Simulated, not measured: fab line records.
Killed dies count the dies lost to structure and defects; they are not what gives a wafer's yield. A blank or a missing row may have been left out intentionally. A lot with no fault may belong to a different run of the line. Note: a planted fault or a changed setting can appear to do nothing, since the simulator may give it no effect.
Which of the tools did it? :: flow gf180mcu :: 13 lots, 39 wafers sampled, at 1 step of a route of 602

## WHAT THE GAUGES READ, wafer by wafer
GF_NSD_TW_MEAS_12.
lot: L952
measured: day 13 10:49
on: film-metro-02
NSD_TW: 4295 4308 4309

lot: L955
measured: day 14 06:20
on: film-metro-01
NSD_TW: 4269 4234 4272

lot: L956
measured: day 14 15:25
on: film-metro-02
NSD_TW: 4293 4286 4287

lot: L957
measured: day 15 01:34
on: film-metro-02
NSD_TW: 4287 4289 4290

lot: L958
measured: day 15 10:28
on: film-metro-04
NSD_TW: 4253 4276 4266

lot: L961
measured: day 16 11:09
on: film-metro-02
NSD_TW: 4298 4318 4318

lot: L962
measured: day 16 19:23
on: film-metro-02
NSD_TW: 4278 4295 4289

lot: L963
measured: day 17 05:25
on: film-metro-04
NSD_TW: 4282 4292 4298

lot: L968
measured: day 19 02:10
on: film-metro-02
NSD_TW: 4336 4311 4326

lot: L969
measured: day 19 05:02
on: film-metro-01
NSD_TW: 4274 4271 4283

lot: L972
measured: day 20 09:24
on: film-metro-02
NSD_TW: 4300 4286 4278

lot: L973
measured: day 20 17:34
on: film-metro-01
NSD_TW: 4260 4257 4265

lot: L975
measured: day 21 11:49
on: film-metro-02
NSD_TW: 4323 4293 4291

## TOOL THAT RAN EACH LOT (tool first, then ch and the chambers of the sampled wafers, then the start)
The record shows no process step preceding these readings.

## WHAT THE TOOLS THEMSELVES READ (means of the sampled wafers that have a number; where no wafer has one, the mark that the record gives instead)
The record holds no such reading with a usual standard deviation.

## THE ANSWER, worked out from the rows above alone
Rule: usual is defined by the lots themselves. Put in order of their means at a reading, lots are off if they are a third of the lots or fewer, leave a main group of 4 or more, and stand apart from it by a gap of 3 or more times the standard deviation of the main group's means; of several such gaps the widest counts. Not used: any main group whose means are identical at the precision the tables above print for the reading. Also off: a lot with no number at a reading for which 4 or more lots have one. The other lots that the step has rows for count as sound. First the gauges in route order, then the tools' own readings, where a lot's mean is used as printed above. At the first step where some lot is off, the reading lying furthest off is the one used; lots without a number count as furthest.
No lot is off on any of the readings shown, so nothing can be concluded from this.

## WHAT THE SIMULATOR HAD INSERTED
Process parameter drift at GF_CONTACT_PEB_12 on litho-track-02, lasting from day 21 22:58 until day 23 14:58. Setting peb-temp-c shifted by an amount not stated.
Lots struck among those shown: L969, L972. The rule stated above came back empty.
